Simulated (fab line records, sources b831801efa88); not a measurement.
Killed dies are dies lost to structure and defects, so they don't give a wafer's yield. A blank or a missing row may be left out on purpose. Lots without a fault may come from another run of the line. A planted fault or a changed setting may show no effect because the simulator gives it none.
fab line records | flow gf180mcu
record lots=5 wafers=15 last_day=34
route steps=602 shown MIM@518 M5@526 V5@540
lots that met no fault: from a run of the same line without faults
start_h: hours from the record's first day to the start of the lot's first wafer shown | wait_h: hours since the lot's step before | " the same as in the row above | L1.1+2: a row that stands for several wafers | - no value, or no start given | * or withheld: withheld | < > ~ a bound
route shown NAME@n: a module of which the file shows steps, and the number in the route of the first | usual: mean/standard deviation of fault-free wafers | same: alike in all rows | chamber/n: place in a boat | sites: the reading at each site | _std_site: their standard deviation | _edge_site: outer sites' mean less inner sites' | radius_mm: how far each site lies from the wafer's centre | mask NAME#n: copy n | behind: the tool/chamber that last shaped the wafer | hold: why the lot was held/for how many hours/how that ended | device: the transistor (n, p or np) that didn't switch | end of line: the same wafers' tests at the end of the route | a step without rows: its recipe alone | killed: dies lost to structure and defects at the first sort, not the wafer's yield | map: a wafer's dies, x killed, . not, _ none there
set.NAME: the setting as run; set.NAME@STEP: as run at that earlier step | model.NAME: the simulator's own value behind a step, which no gauge read
lots at some steps of the route; a table a step, a row a wafer
services: from which hour (start_h, from the record's first day; less than 0 if before it) a tool's chamber was out of use, for how many hours, and why
## steps
# step GF_MIM_SOFTBAKE_15
# recipe temp_c=90 time_s=60 resist=NOVOLAK
# usual plate_temp_C=90.00/0.12
# columns lot.wafer tool chamber start_h wait_h plate_temp_C
L075.2 litho_track-02 0 586.84 0.1 89.90
L075.4 " 0 " " 89.99
L075.6 " 0 " " 89.95
L076.2 litho_track-01 0 592.55 0.1 90.14
L076.3 " 0 " " 90.13
L076.5 " 0 " " 90.05
L082.1 litho_track-01 0 638.67 0.1 90.14
L082.2 " 0 " " 90.06
L082.6 " 0 " " 90.13
L083.2 litho_track-02 0 643.34 0.1 89.88
L083.3 " 0 " " 89.90
L083.5 " 0 " " 89.82
L097.2 litho_track-01 0 738.84 0.1 90.06
L097.5 " 0 " " 89.84
L097.6 " 0 " " 90.13
# step GF_MIM_EXPOSE_16
# recipe mask_id=FuseTop target_cd_nm=2000 na=0.6 source_shape=conventional sigma_outer=0.6 dose_mj=140
# usual focus_offset_nm=0.0/0.57
# columns lot.wafer tool chamber start_h wait_h mask focus_offset_nm
L075.2 iline_stepper-02 0 - - FuseTop#0 0.3
L075.4 " 0 " " FuseTop#0 -0.4
L075.6 " 0 " " FuseTop#0 -0.1
L076.2 iline_stepper-02 0 - - FuseTop#0 -0.7
L076.3 " 0 " " FuseTop#0 -1.1
L076.5 " 0 " " FuseTop#0 -0.6
L082.1 iline_stepper-01 0 - - FuseTop#0 0.3
L082.2 " 0 " " FuseTop#0 -0.2
L082.6 " 0 " " FuseTop#0 -1.1
L083.2 iline_stepper-02 0 - - FuseTop#0 -0.4
L083.3 " 0 " " FuseTop#0 -0.2
L083.5 " 0 " " FuseTop#0 -1.1
L097.2 iline_stepper-02 0 - - FuseTop#0 -0.7
L097.5 " 0 " " FuseTop#0 -0.3
L097.6 " 0 " " FuseTop#0 -0.1
# step GF_MIM_PEB_17
# recipe temp_c=withheld time_s=* resist=NOVOLAK
# columns lot.wafer tool chamber start_h wait_h
L075.2+4+6 litho_track-01 0 - -
L076.2+3+5 litho_track-04 0 - -
L082.1+2+6 litho_track-02 0 - -
L083.2+3+5 litho_track-01 0 - -
L097.2+5+6 litho_track-01 0 - -
# step GF_MIM_DEVELOP_18
# recipe develop_time_s=60 dev_temp_c=23
# usual developer_temp_C=23.02/0.12
# columns lot.wafer tool chamber start_h wait_h developer_temp_C
L075.2 litho_track-01 0 597.95 0.1 23.16
L075.4 " 0 " " 22.97
L075.6 " 0 " " 23.13
L076.2 litho_track-04 0 603.05 0.1 22.90
L076.3 " 0 " " 23.03
L076.5 " 0 " " 22.84
L082.1 litho_track-02 0 648.97 0.1 23.15
L082.2 " 0 " " 23.14
L082.6 " 0 " " 23.16
L083.2 litho_track-01 0 652.44 0.1 22.91
L083.3 " 0 " " 22.95
L083.5 " 0 " " 23.07
L097.2 litho_track-01 0 747.34 0.1 23.04
L097.5 " 0 " " 23.11
L097.6 " 0 " " 23.09
# step GF_MIM_METAL_ETCH_19
# recipe chemistry=Cl2/BCl3 mask_material=NOVOLAK stop_on=Si3N4 target_depth_nm=324.5 pressure_mtorr=8 icp_w=800 bias_w=140 Cl2_flow_sccm=80 bcl3_flow_sccm=40 time_s=54.1
# usual drypump_motor_current_A=5.6/0.41 oes_product_au=0.942/0.0061 throttle_valve_pct=28.281/0.01
# columns lot.wafer tool chamber start_h wait_h drypump_motor_current_A oes_product_au rf_hours_counter_h throttle_valve_pct
L075.2 rie_metal-01 0 598.07 0.1 5.4 0.942 10 28.267
L075.4 " 1 " " 5.8 0.943 - 28.266
L075.6 " 1 " " 5.7 0.948 - 28.280
L076.2 rie_metal-03 0 603.17 0.1 5.1 0.931 6 28.279
L076.3 " 0 " " 5.1 0.938 - 28.294
L076.5 " 0 " " 5.1 0.929 - 28.293
L082.1 rie_metal-04 0 649.12 0.1 5.8 0.942 8 28.289
L082.2 " 1 " " 5.2 0.932 1 28.281
L082.6 " 1 " " 5.2 0.943 - 28.296
L083.2 rie_metal-01 0 652.57 0.1 5.4 0.946 12 28.272
L083.3 " 0 " " 5.4 0.947 - 28.271
L083.5 " 0 " " 5.4 0.939 - 28.291
L097.2 rie_metal-04 1 747.47 0.1 5.2 0.952 5 28.272
L097.5 " 1 " " 5.2 0.945 - 28.265
L097.6 " 0 " " 5.8 0.949 - 28.264
# step GF_MIM_STRIP_20
# recipe chemistry=O2/N2 power_w=1400 pressure_mtorr=1500 platen_temp_c=250 o2_flow_sccm=3000 n2_flow_sccm=300 overash_fraction=0.5
# usual drypump_motor_current_A=6.2/0.44 heater_power_w=337/19 oes_product_au=0.692/0.0043 strip_time_to_endpoint_s=11.22/0.04
# columns lot.wafer tool chamber start_h wait_h drypump_motor_current_A heater_power_w oes_product_au rf_hours_counter_h strip_time_to_endpoint_s
L075.2 plasma_asher-04 0 598.14 0.0 6.3 347 0.685 17 11.27
L075.4 " 1 " " 6.6 364 0.697 - 11.26
L075.6 " 0 " " 6.3 336 0.695 - 11.25
L076.2 plasma_asher-04 1 603.24 0.0 6.6 356 0.696 18 11.28
L076.3 " 0 " " 6.3 334 0.684 - 11.25
L076.5 " 1 " " 6.6 376 0.693 - 11.27
L082.1 plasma_asher-03 0 649.19 0.0 5.5 310 0.684 94 11.16
L082.2 " 1 " " 5.5 315 0.693 94 11.15
L082.6 " 1 " " 5.5 318 0.689 - 11.17
L083.2 plasma_asher-03 1 652.64 0.0 5.5 321 0.693 95 11.18
L083.3 " 0 " " 5.5 310 0.688 - 11.13
L083.5 " 1 " " 5.5 333 0.684 - 11.20
L097.2 plasma_asher-01 0 747.54 0.0 6.6 335 0.685 66 11.18
L097.5 " 1 " " 6.2 339 0.696 - 11.22
L097.6 " 0 " " 6.6 334 0.697 - 11.19
# step GF_MIM_STRIP_21
# recipe chemistry=post_etch_residue_remover time_s=1200 temp_c=72.5
# columns lot.wafer tool chamber start_h wait_h
L075.2+4+6 wet_bench-03 1 598.24 0.1
L076.2+3+5 wet_bench-04 1 603.34 0.1
L082.1+2+6 wet_bench-04 3 649.29 0.1
L083.2+3+5 wet_bench-03 1 652.74 0.1
L097.2+5+6 wet_bench-01 0 747.64 0.1
# step GF_MIM_CLEAN_22
# recipe chemistry=DIW dry=n2_spin
# columns lot.wafer tool chamber start_h wait_h
L075.2+4+6 wet_bench-01 1 598.58 0.0
L076.2+3+5 wet_bench-04 1 603.71 0.0
L082.1+2+6 wet_bench-03 1 649.63 0.0
L083.2+3+5 wet_bench-01 0 653.11 0.0
L097.2+5+6 wet_bench-03 2 748.32 0.0
# step GF_M5_DEHYDRATE_00
# recipe temp_c=200 time_s=60
# usual plate_temp_C=199.98/0.16
# columns lot.wafer tool chamber start_h wait_h plate_temp_C
L075.2 litho_track-03 0 608.11 9.4 199.82
L075.4 " 0 " " 200.01
L075.6 " 0 " " 199.98
L076.2 litho_track-03 0 612.91 9.1 200.23
L076.3 " 0 " " 200.13
L076.5 " 0 " " 200.18
L082.1 litho_track-04 0 658.67 8.9 199.99
L082.2 " 0 " " 200.13
L082.6 " 0 " " 199.96
L083.2 litho_track-04 0 662.60 9.4 199.99
L083.3 " 0 " " 199.91
L083.5 " 0 " " 199.81
L097.2 litho_track-03 0 754.86 6.4 200.06
L097.5 " 0 " " 199.94
L097.6 " 0 " " 199.87
# step GF_M5_HMDS_01
# recipe prime_time_s=60 prime_temp_c=120
# columns lot.wafer tool chamber start_h wait_h
L075.2+4+6 litho_track-03 0 608.26 0.1
L076.2+3+5 litho_track-03 0 613.06 0.1
L082.1+2+6 litho_track-04 0 658.82 0.1
L083.2+3+5 litho_track-04 0 662.75 0.1
L097.2+5+6 litho_track-03 0 755.01 0.1
# step GF_M5_COAT_02
# recipe resist=KrF spin_rpm=withheld resist_thk_nm=1000
# columns lot.wafer tool chamber start_h wait_h
L075.2+4+6 litho_track-03 0 608.41 0.1
L076.2+3+5 litho_track-03 0 613.21 0.1
L082.1+2+6 litho_track-04 0 658.97 0.1
L083.2+3+5 litho_track-04 0 662.90 0.1
L097.2+5+6 litho_track-03 0 755.16 0.1
# step GF_M5_SOFTBAKE_03
# recipe temp_c=130 time_s=60 resist=KrF
# usual plate_temp_C=130.01/0.13
# columns lot.wafer tool chamber start_h wait_h plate_temp_C
L075.2 litho_track-03 0 608.56 0.1 129.96
L075.4 " 0 " " 130.07
L075.6 " 0 " " 130.00
L076.2 litho_track-03 0 613.36 0.1 129.92
L076.3 " 0 " " 130.05
L076.5 " 0 " " 130.03
L082.1 litho_track-04 0 659.12 0.1 129.87
L082.2 " 0 " " 129.95
L082.6 " 0 " " 129.90
L083.2 litho_track-04 0 663.05 0.1 129.95
L083.3 " 0 " " 129.92
L083.5 " 0 " " 130.09
L097.2 litho_track-03 0 755.31 0.1 130.06
L097.5 " 0 " " 130.14
L097.6 " 0 " " 130.13
# step GF_M5_EXPOSE_04
# recipe mask_id=Metal5 target_cd_nm=280 na=0.68 source_shape=conventional sigma_outer=0.6 dose_mj=28.67
# usual focus_offset_nm=0.1/0.63
# columns lot.wafer tool chamber start_h wait_h mask focus_offset_nm
L075.2 krf_scanner-02 0 - - Metal5#0 0.6
L075.4 " 0 " " Metal5#0 -0.1
L075.6 " 0 " " Metal5#0 -0.1
L076.2 krf_scanner-02 0 - - Metal5#0 -0.3
L076.3 " 0 " " Metal5#0 0.4
L076.5 " 0 " " Metal5#0 0.4
L082.1 krf_scanner-02 0 - - Metal5#0 -0.2
L082.2 " 0 " " Metal5#0 -0.6
L082.6 " 0 " " Metal5#0 -0.1
L083.2 krf_scanner-02 0 - - Metal5#0 1.2
L083.3 " 0 " " Metal5#0 -0.1
L083.5 " 0 " " Metal5#0 1.0
L097.2 krf_scanner-02 0 - - Metal5#0 0.2
L097.5 " 0 " " Metal5#0 -0.4
L097.6 " 0 " " Metal5#0 -1.2
# step GF_M5_PEB_05
# recipe peb_temp_c=135 peb_time_s=90 resist=KrF
# usual plate_temp_C=135.01/0.13
# columns lot.wafer tool chamber start_h wait_h plate_temp_C
L075.2 litho_track-01 0 - - 134.89
L075.4 " 0 " " 134.99
L075.6 " 0 " " 135.08
L076.2 litho_track-01 0 - - 135.00
L076.3 " 0 " " 135.13
L076.5 " 0 " " 135.20
L082.1 litho_track-03 0 - - 134.79
L082.2 " 0 " " 134.75
L082.6 " 0 " " 134.93
L083.2 litho_track-01 0 - - 135.12
L083.3 " 0 " " 135.05
L083.5 " 0 " " 135.14
L097.2 litho_track-01 0 - - 134.93
L097.5 " 0 " " 135.18
L097.6 " 0 " " 134.96
# step GF_M5_DEVELOP_06
# recipe develop_time_s=60 dev_temp_c=21
# usual developer_temp_C=20.98/0.11
# columns lot.wafer tool chamber start_h wait_h developer_temp_C
L075.2 litho_track-01 0 619.40 0.2 21.00
L075.4 " 0 " " 21.25
L075.6 " 0 " " 21.21
L076.2 litho_track-01 0 624.00 0.2 21.00
L076.3 " 0 " " 21.07
L076.5 " 0 " " 21.18
L082.1 litho_track-03 0 669.03 0.2 21.04
L082.2 " 0 " " 20.85
L082.6 " 0 " " 20.91
L083.2 litho_track-01 0 672.34 0.2 21.19
L083.3 " 0 " " 20.89
L083.5 " 0 " " 20.85
L097.2 litho_track-01 0 763.79 0.2 21.10
L097.5 " 0 " " 20.97
L097.6 " 0 " " 20.96
# step GF_M5_CD_MEAS_07
# recipe target_cd_nm=280
# usual cd_nm=280.0/1.1
# columns lot.wafer tool chamber start_h wait_h cd_nm
L075.2 cd_sem-02 - 619.54 0.1 280.7
L075.4 " - " " 281.5
L075.6 " - " " 280.6
L076.2 cd_sem-02 - 624.14 0.1 280.7
L076.3 " - " " 281.2
L076.5 " - " " 280.1
L082.1 cd_sem-01 - 669.18 0.1 278.7
L082.2 " - " " 278.0
L082.6 " - " " 279.4
L083.2 cd_sem-01 - 672.49 0.1 281.6
L083.3 " - " " 281.3
L083.5 " - " " 281.1
L097.2 cd_sem-01 - 763.94 0.1 281.6
L097.5 " - " " 280.5
L097.6 " - " " 281.2
# step GF_M5_OVL_MEAS_08
# usual M5_OVL=1/5.8
# columns lot.wafer tool chamber start_h wait_h M5_OVL[nm]
L075.2 overlay-02 - 619.65 0.1 -3
L075.4 " - " " -3
L075.6 " - " " -6
L076.2 overlay-01 - 624.25 0.1 -5
L076.3 " - " " -6
L076.5 " - " " -3
L082.1 overlay-01 - 669.30 0.1 1
L082.2 " - " " 10
L082.6 " - " " 4
L083.2 overlay-02 - 672.60 0.1 -3
L083.3 " - " " 5
L083.5 " - " " 3
L097.2 overlay-02 - 764.04 0.1 -4
L097.5 " - " " -6
L097.6 " - " " -6
# step GF_M5_ETCH_09
# recipe chemistry=CF4/O2 target=Si3N4 target_depth_nm=52 source_w=800 bias_w=150 pressure_mtorr=150 cf4_flow_sccm=80 O2_flow_sccm=10 time_s=11.6
# usual drypump_motor_current_A=5.9/0.49 oes_product_au=1.003/0.0077 throttle_valve_pct=5.971/0.0087
# columns lot.wafer tool chamber start_h wait_h drypump_motor_current_A oes_product_au rf_hours_counter_h throttle_valve_pct
L075.2 rie_diel-02 1 619.68 0.0 5.4 1.012 12 5.976
L075.4 " 3 " " 5.9 0.999 40 5.978
L075.6 " 1 " " 5.4 1.007 - 5.960
L076.2 rie_diel-01 0 624.28 0.0 6.4 1.002 73 5.976
L076.3 " 2 " " 6.7 1.018 11 5.970
L076.5 " 2 " " 6.7 1.018 - 5.966
L082.1 rie_diel-01 1 669.34 0.0 5.6 1.007 33 5.968
L082.2 " 0 " " 6.4 1.009 0 5.972
L082.6 " 0 " " 6.4 1.012 - 5.987
L083.2 rie_diel-02 1 672.63 0.0 5.4 0.999 15 5.974
L083.3 " 2 " " 6.6 0.998 2 5.975
L083.5 " 0 " " 6.1 1.006 - 5.978
L097.2 rie_diel-02 0 764.07 0.0 6.0 0.995 7 5.960
L097.5 " 0 " " 6.0 1.005 - 5.962
L097.6 " 3 " " 5.9 0.989 - 5.954
# step GF_M5_METAL_ETCH_10
# recipe chemistry=Cl2/BCl3 mask_material=KrF target_depth_nm=627.5 stop_on=SiO2 pressure_mtorr=8 icp_w=800 bias_w=140 Cl2_flow_sccm=80 bcl3_flow_sccm=40 time_s=104.6
# usual drypump_motor_current_A=5.6/0.36 oes_product_au=0.972/0.0057 throttle_valve_pct=28.251/0.0098
# columns lot.wafer tool chamber start_h wait_h drypump_motor_current_A oes_product_au rf_hours_counter_h throttle_valve_pct
L075.2 rie_metal-03 1 619.70 0.0 6.2 0.971 2 28.235
L075.4 " 0 " " 5.1 0.975 - 28.223
L075.6 " 0 " " 5.1 0.977 - 28.247
L076.2 rie_metal-04 1 624.30 0.0 5.2 0.970 0 28.270
L076.3 " 1 " " 5.2 0.980 - 28.247
L076.5 " 0 " " 5.8 0.975 - 28.247
L082.1 rie_metal-04 0 669.36 0.0 5.8 0.965 8 28.255
L082.2 " 1 " " 5.2 0.973 2 28.233
L082.6 " 1 " " 5.2 0.967 - 28.251
L083.2 rie_metal-02 0 672.65 0.0 5.6 0.978 9 28.252
L083.3 " 1 " " 5.6 0.979 - 28.250
L083.5 " 1 " " 5.7 0.965 - 28.248
L097.2 rie_metal-04 0 764.10 0.0 5.8 0.966 12 28.238
L097.5 " 0 " " 5.8 0.971 - 28.249
L097.6 " 1 " " 5.2 0.970 - 28.253
# step GF_M5_STRIP_11
# recipe chemistry=O2/N2 power_w=1400 pressure_mtorr=1500 platen_temp_c=250 o2_flow_sccm=3000 n2_flow_sccm=300 overash_fraction=0.5
# usual drypump_motor_current_A=6.1/0.39 heater_power_w=368/32 oes_product_au=0.544/0.0047 strip_time_to_endpoint_s=7.52/0.033
# columns lot.wafer tool chamber start_h wait_h drypump_motor_current_A heater_power_w oes_product_au rf_hours_counter_h strip_time_to_endpoint_s
L075.2 plasma_asher-02 1 619.81 0.1 5.8 415 0.546 96 7.48
L075.4 " 1 " " 5.8 417 0.545 - 7.50
L075.6 " 0 " " 5.6 394 0.550 - 7.53
L076.2 plasma_asher-01 1 624.41 0.1 6.2 334 0.537 55 7.50
L076.3 " 0 " " 6.6 332 0.539 - 7.51
L076.5 " 0 " " 6.6 325 0.541 - 7.56
L082.1 plasma_asher-02 0 669.47 0.1 5.6 396 0.535 101 7.40
L082.2 " 1 " " 5.8 411 0.534 101 7.44
L082.6 " 0 " " 5.6 388 0.537 - 7.43
L083.2 plasma_asher-01 0 672.76 0.1 6.6 340 0.550 58 7.54
L083.3 " 0 " " 6.6 335 0.548 - 7.52
L083.5 " 1 " " 6.2 339 0.536 - 7.49
L097.2 plasma_asher-04 0 764.21 0.1 6.3 337 0.547 35 7.51
L097.5 " 0 " " 6.3 334 0.537 - 7.51
L097.6 " 1 " " 6.6 364 0.541 - 7.49
# step GF_M5_STRIP_12
# recipe chemistry=post_etch_residue_remover time_s=1200 temp_c=72.5
# columns lot.wafer tool chamber start_h wait_h
L075.2+4+6 wet_bench-01 1 619.91 0.1
L076.2+3+5 wet_bench-03 2 624.51 0.1
L082.1+2+6 wet_bench-01 2 669.57 0.1
L083.2+3+5 wet_bench-02 0 672.86 0.1
L097.2+5+6 wet_bench-01 3 764.31 0.1
# step GF_M5_CLEAN_13
# recipe chemistry=DIW dry=n2_spin
# columns lot.wafer tool chamber start_h wait_h
L075.2+4+6 wet_bench-02 3 620.32 0.0
L076.2+3+5 wet_bench-02 1 624.85 0.0
L082.1+2+6 wet_bench-03 1 669.95 0.0
L083.2+3+5 wet_bench-02 0 673.20 0.0
L097.2+5+6 wet_bench-03 2 764.65 0.0
# step GF_V5_CVD_00
# recipe material=SiO2 target_thk_nm=300 sigma_open_frac=0.3 temp_c=400 time_s=50 sih4_flow_sccm=60 pressure_mtorr=6
# columns lot.wafer tool chamber start_h wait_h
L075.2+4+6 hdpcvd-02 1,0,1 620.42 0.0
L076.2+3+5 hdpcvd-01 0,1,2 624.95 0.0
L082.1+2+6 hdpcvd-02 2,0,1 670.04 0.0
L083.2+3+5 hdpcvd-02 0,1,1 673.29 0.0
L097.2+5+6 hdpcvd-01 0,2,0 764.75 0.0
# step GF_V5_THK_MEAS_01
# recipe reads=SiO2_of_V5_CVD_00
# usual V5_CVD_00_THK=301/3.3
# columns lot.wafer tool chamber start_h wait_h V5_CVD_00_THK[nm]
L075.2 film_metro-01 - 620.47 0.0 297
L075.4 " - " " 297
L075.6 " - " " 295
L076.2 film_metro-01 - 625.01 0.0 297
L076.3 " - " " 295
L076.5 " - " " 300
L082.1 film_metro-01 - 670.08 0.0 303
L082.2 " - " " 300
L082.6 " - " " 302
L083.2 film_metro-01 - 673.35 0.0 301
L083.3 " - " " 299
L083.5 " - " " 302
L097.2 film_metro-04 - 764.81 0.0 302
L097.5 " - " " 299
L097.6 " - " " 300
# step GF_V5_CVD_02
# recipe material=SiO2 target_thk_nm=1450 precursor=TEOS temp_c=400 time_s=163.28 rf_w=600
# usual heater_power_w=668/96
# columns lot.wafer tool chamber start_h wait_h heater_power_w
L075.2 pecvd-01 0 620.52 0.0 692
L075.4 " 1 " " 497
L075.6 " 0 " " 579
L076.2 pecvd-02 2 625.06 0.0 615
L076.3 " 1 " " 574
L076.5 " 0 " " 738
L082.1 pecvd-04 1 670.14 0.1 548
L082.2 " 0 " " 798
L082.6 " 0 " " 636
L083.2 pecvd-02 0 673.40 0.0 785
L083.3 " 2 " " 701
L083.5 " 2 " " 543
L097.2 pecvd-04 0 764.86 0.0 750
L097.5 " 0 " " 629
L097.6 " 2 " " 613
# step GF_V5_THK_MEAS_03
# recipe reads=SiO2_of_V5_CVD_02
# usual V5_CVD_02_THK=1451/17
# columns lot.wafer tool chamber start_h wait_h V5_CVD_02_THK[nm]
L075.2 film_metro-04 - 620.64 0.1 1418
L075.4 " - " " 1476
L075.6 " - " " 1457
L076.2 film_metro-02 - 625.17 0.1 1446
L076.3 " - " " 1461
L076.5 " - " " 1470
L082.1 film_metro-02 - 670.25 0.1 1426
L082.2 " - " " 1445
L082.6 " - " " 1455
L083.2 film_metro-01 - 673.52 0.1 1419
L083.3 " - " " 1443
L083.5 " - " " 1451
L097.2 film_metro-02 - 764.97 0.1 1467
L097.5 " - " " 1470
L097.6 " - " " 1473
# step GF_V5_CMP_04
# recipe material=SiO2 down_force_psi=4 platen_rpm=60 pad_velocity_m_s=0.94248
# usual motor_current_A=12.0/1.1 retaining_ring_pressure_frac=1.000/0.0054
# columns lot.wafer tool chamber start_h wait_h motor_current_A retaining_ring_pressure_frac
L075.2 cmp-01 1 620.74 0.1 11.2 0.994
L075.4 " 2 " " 12.2 1.004
L075.6 " 0 " " 11.5 1.006
L076.2 cmp-02 0 625.22 0.0 12.5 1.003
L076.3 " 3 " " 13.8 0.998
L076.5 " 1 " " 11.7 1.002
L082.2 cmp-02 3 670.36 0.1 13.5 1.001
L082.1 " 1 " " 12.5 0.998
L082.6 " 3 " " 14.4 1.005
L083.3 cmp-02 2 673.57 0.0 10.3 0.996
L083.2 " 0 " " 13.4 0.994
L083.5 " 2 " " 10.4 1.004
L097.2 cmp-02 2 765.12 0.1 10.3 0.992
L097.5 " 0 " " 12.9 0.997
L097.6 " 1 " " 12.0 1.002
# step GF_V5_BOW_MEAS_05
# recipe mode=bow
# usual V5_BOW=132/11
# columns lot.wafer tool chamber start_h wait_h V5_BOW[um]
L075.2 film_metro-01 - 621.01 0.2 141
L075.4 " - " " 134
L075.6 " - " " 130
L076.2 film_metro-02 - 625.54 0.3 137
L076.3 " - " " 142
L076.5 " - " " 139
L082.1 film_metro-02 - 670.61 0.1 137
L082.2 " - " " 137
L082.6 " - " " 138
L083.2 film_metro-02 - 673.89 0.2 121
L083.3 " - " " 124
L083.5 " - " " 128
L097.2 film_metro-02 - 765.34 0.2 108
L097.5 " - " " 127
L097.6 " - " " 124
# step GF_V5_DEHYDRATE_06
# recipe temp_c=200 time_s=60
# usual plate_temp_C=200.00/0.15
# columns lot.wafer tool chamber start_h wait_h plate_temp_C
L075.2 litho_track-01 0 630.10 9.1 199.74
L075.4 " 0 " " 199.79
L075.6 " 0 " " 200.04
L076.2 litho_track-01 0 634.80 9.2 199.89
L076.3 " 0 " " 199.92
L076.5 " 0 " " 200.02
L082.1 litho_track-03 0 679.18 8.6 200.15
L082.2 " 0 " " 200.14
L082.6 " 0 " " 200.01
L083.2 litho_track-03 0 683.11 9.2 199.96
L083.3 " 0 " " 200.11
L083.5 " 0 " " 199.95
L097.2 litho_track-03 0 772.16 6.8 200.17
L097.5 " 0 " " 200.03
L097.6 " 0 " " 200.13
# step GF_V5_HMDS_07
# recipe prime_time_s=60 prime_temp_c=120
# columns lot.wafer tool chamber start_h wait_h
L075.2+4+6 litho_track-01 0 630.25 0.1
L076.2+3+5 litho_track-01 0 634.95 0.1
L082.1+2+6 litho_track-03 0 679.33 0.1
L083.2+3+5 litho_track-03 0 683.26 0.1
L097.2+5+6 litho_track-03 0 772.31 0.1
# step GF_V5_COAT_08
# recipe resist=BARC temp_c=withheld time_s=withheld spin_rpm=withheld resist_thk_nm=withheld
# columns lot.wafer tool chamber start_h wait_h
L075.2+4+6 litho_track-01 0 630.40 0.1
L076.2+3+5 litho_track-01 0 635.10 0.1
L082.1+2+6 litho_track-03 0 679.48 0.1
L083.2+3+5 litho_track-03 0 683.41 0.1
L097.2+5+6 litho_track-03 0 772.46 0.1
# step GF_V5_COAT_09
# recipe resist=KrF spin_rpm=withheld resist_thk_nm=1000
# columns lot.wafer tool chamber start_h wait_h
L075.2+4+6 litho_track-01 0 - -
L076.2+3+5 litho_track-01 0 - -
L082.1+2+6 litho_track-03 0 - -
L083.2+3+5 litho_track-03 0 - -
L097.2+5+6 litho_track-03 0 - -
# step GF_V5_SOFTBAKE_10
# recipe temp_c=130.5 time_s=60 resist=KrF
# usual plate_temp_C=130.45/0.12
# columns lot.wafer tool chamber start_h wait_h plate_temp_C
L075.2 litho_track-01 0 - - 130.34
L075.4 " 0 " " 130.30
L075.6 " 0 " " 130.34
L076.2 litho_track-01 0 - - 130.35
L076.3 " 0 " " 130.41
L076.5 " 0 " " 130.47
L082.1 litho_track-03 0 - - 130.52
L082.2 " 0 " " 130.39
L082.6 " 0 " " 130.58
L083.2 litho_track-03 0 - - 130.49
L083.3 " 0 " " 130.29
L083.5 " 0 " " 130.45
L097.2 litho_track-03 0 - - 130.43
L097.5 " 0 " " 130.55
L097.6 " 0 " " 130.38
# step GF_V5_EXPOSE_11
# recipe mask_id=Via5 target_cd_nm=260 na=0.68 source_shape=conventional sigma_outer=0.6 dose_mj=38
# usual focus_offset_nm=0.0/0.49
# columns lot.wafer tool chamber start_h wait_h mask focus_offset_nm
L075.2 krf_scanner-02 0 - - Via5#0 -0.2
L075.4 " 0 " " Via5#0 -0.5
L075.6 " 0 " " Via5#0 0.0
L076.2 krf_scanner-01 0 - - Via5#0 0.2
L076.3 " 0 " " Via5#0 -0.4
L076.5 " 0 " " Via5#0 0.5
L082.1 krf_scanner-01 0 - - Via5#0 -0.2
L082.2 " 0 " " Via5#0 -0.1
L082.6 " 0 " " Via5#0 -0.6
L083.2 krf_scanner-02 0 - - Via5#0 -0.7
L083.3 " 0 " " Via5#0 -0.2
L083.5 " 0 " " Via5#0 -0.7
L097.2 krf_scanner-02 0 - - Via5#0 1.1
L097.5 " 0 " " Via5#0 -0.6
L097.6 " 0 " " Via5#0 0.5
# step GF_V5_PEB_12
# recipe peb_temp_c=135 peb_time_s=90 resist=KrF
# usual plate_temp_C=135.00/0.16
# columns lot.wafer tool chamber start_h wait_h plate_temp_C
L075.2 litho_track-02 0 - - 135.04
L075.4 " 0 " " 134.95
L075.6 " 0 " " 135.01
L076.2 litho_track-01 0 - - 135.11
L076.3 " 0 " " 135.00
L076.5 " 0 " " 135.20
L082.1 litho_track-01 0 - - 134.85
L082.2 " 0 " " 135.09
L082.6 " 0 " " 134.89
L083.2 litho_track-01 0 - - 135.02
L083.3 " 0 " " 135.05
L083.5 " 0 " " 135.15
L097.2 litho_track-03 0 - - 134.79
L097.5 " 0 " " 134.94
L097.6 " 0 " " 134.90
# step GF_V5_DEVELOP_13
# recipe develop_time_s=60 resist=KrF dev_temp_c=21
# usual developer_temp_C=21.02/0.1
# columns lot.wafer tool chamber start_h wait_h developer_temp_C
L075.2 litho_track-02 0 641.49 0.2 21.16
L075.4 " 0 " " 20.99
L075.6 " 0 " " 20.96
L076.2 litho_track-01 0 646.44 0.2 21.18
L076.3 " 0 " " 21.16
L076.5 " 0 " " 21.07
L082.1 litho_track-01 0 688.82 0.2 20.91
L082.2 " 0 " " 21.05
L082.6 " 0 " " 20.94
L083.2 litho_track-01 0 692.99 0.2 21.05
L083.3 " 0 " " 20.96
L083.5 " 0 " " 20.91
L097.2 litho_track-03 0 780.76 0.2 20.95
L097.5 " 0 " " 21.06
L097.6 " 0 " " 21.08
# step GF_V5_CD_MEAS_14
# recipe target_cd_nm=260
# usual cd_nm=259.7/1.4
# columns lot.wafer tool chamber start_h wait_h cd_nm
L075.2 cd_sem-01 - 641.64 0.1 261.2
L075.4 " - " " 261.1
L075.6 " - " " 261.3
L076.2 cd_sem-02 - 646.59 0.1 262.1
L076.3 " - " " 262.4
L076.5 " - " " 262.6
L082.1 cd_sem-02 - 688.97 0.1 260.7
L082.2 " - " " 261.1
L082.6 " - " " 262.2
L083.2 cd_sem-02 - 693.14 0.1 257.8
L083.3 " - " " 259.8
L083.5 " - " " 259.6
L097.2 cd_sem-01 - 780.90 0.1 262.8
L097.5 " - " " 261.5
L097.6 " - " " 261.2
# step GF_V5_OVL_MEAS_15
# usual V5_OVL=4/4.9
# columns lot.wafer tool chamber start_h wait_h V5_OVL[nm]
L075.2 overlay-02 - 641.74 0.1 9
L075.4 " - " " 13
L075.6 " - " " -1
L076.2 overlay-01 - 646.70 0.1 3
L076.3 " - " " 4
L076.5 " - " " 9
L082.1 overlay-02 - 689.09 0.1 10
L082.2 " - " " 9
L082.6 " - " " 8
L083.2 overlay-01 - 693.25 0.1 12
L083.3 " - " " 3
L083.5 " - " " 6
L097.2 overlay-01 - 781.01 0.1 1
L097.5 " - " " 7
L097.6 " - " " 1
## services
# columns tool chamber start_h hours kind
rie_metal-04 1 573.91 1.1 repair
plasma_asher-01 - 576.22 1.0 repair
plasma_asher-01 - 601.26 0.9 repair
cmp-02 - 638.21 11.7 pm
plasma_asher-01 - 643.54 19.6 repair
krf_scanner-02 - 644.07 0.9 repair
hdpcvd-02 - 652.06 0.8 pm
iline_stepper-02 - 652.84 25.2 repair
plasma_asher-01 - 653.60 12.7 repair
krf_scanner-02 - 659.82 0.8 pm
krf_scanner-02 - 665.51 0.8 pm
cmp-02 - 678.92 0.3 repair
wet_bench-04 - 684.70 1.9 repair
rie_diel-02 2 687.21 16.8 repair
wet_bench-02 - 688.81 3.0 repair
wet_bench-01 - 697.66 1.9 pm
plasma_asher-04 - 703.80 0.4 repair
krf_scanner-02 - 713.48 1.0 pm
krf_scanner-02 - 718.58 0.5 repair
wet_bench-03 - 721.71 4.3 repair
cmp-02 - 724.76 4.2 pm
krf_scanner-02 - 738.04 1.3 pm
cmp-02 - 747.30 4.0 pm
iline_stepper-02 - 780.05 1.7 pm
## key
fault none
